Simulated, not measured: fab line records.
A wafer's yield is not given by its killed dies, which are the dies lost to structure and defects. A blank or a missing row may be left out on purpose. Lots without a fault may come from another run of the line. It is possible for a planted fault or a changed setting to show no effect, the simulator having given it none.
Which of the tools did it? ; flow gf180mcu ; at 1 step of a route of 602, 13 lots with 39 wafers sampled

== WHAT EACH GAUGE READ, for each wafer ==
GF_V4_THK_MEAS_01. Usual: V4_CVD_00_THK typically reads 598 nm, with standard deviation 5.5.
lot;measured;on;V4_CVD_00_THK (nm);flag
L714;day 23 05:48;film metro-04;597 598 597;
L715;day 23 13:31;film metro-04;593 596 591;
L716;day 24 00:37;film metro-04;592 587 593;
L719;day 25 06:54;film metro-04;587 590 583;
L720;day 25 16:32;film metro-01;599 593 598;
L722;day 26 08:46;film metro-01;589 594 601;
L725;day 27 06:05;film metro-01;604 608 594;
L726;day 27 10:03;film metro-03;596 592 602;
L728;day 28 03:58;film metro-04;599 605 608;
L730;day 28 19:55;film metro-01;589 600 596;
L731;day 29 05:28;film metro-03;595 592 599;
L733;day 29 18:02;film metro-03;596 602 603;
L732;day 29 19:17;film metro-04;594 601 598;

== WHAT TOOL EACH LOT RAN ON (gives the tool, then ch and the chambers of the sampled wafers, and finally the start) ==
Record: no process step prior to these readings.

== AS READ BY THE TOOLS THEMSELVES (means over the sampled wafers that have a number; for cases with no such wafer, the mark the record gives instead) ==
The record holds no such reading with a usual standard deviation.

== THE ANSWER, worked out from the rows above alone ==
Rule: take the mean of a lot's wafers that have a number; if it is more than 3 standard deviations from the usual mean, the lot is off. Also off: a lot with no number at a reading for which 4 or more lots have one. The other lots that the step has rows for count as sound. The gauges are gone through in route order, then the tools' own readings, and for those a lot's mean is taken as printed above. At the first step where some lot is off, the reading lying furthest off is the one used; lots without a number count as furthest.
None of the lots is off at any reading shown; this tells nothing.

== WHAT HAD BEEN PUT IN BY THE SIMULATOR ==
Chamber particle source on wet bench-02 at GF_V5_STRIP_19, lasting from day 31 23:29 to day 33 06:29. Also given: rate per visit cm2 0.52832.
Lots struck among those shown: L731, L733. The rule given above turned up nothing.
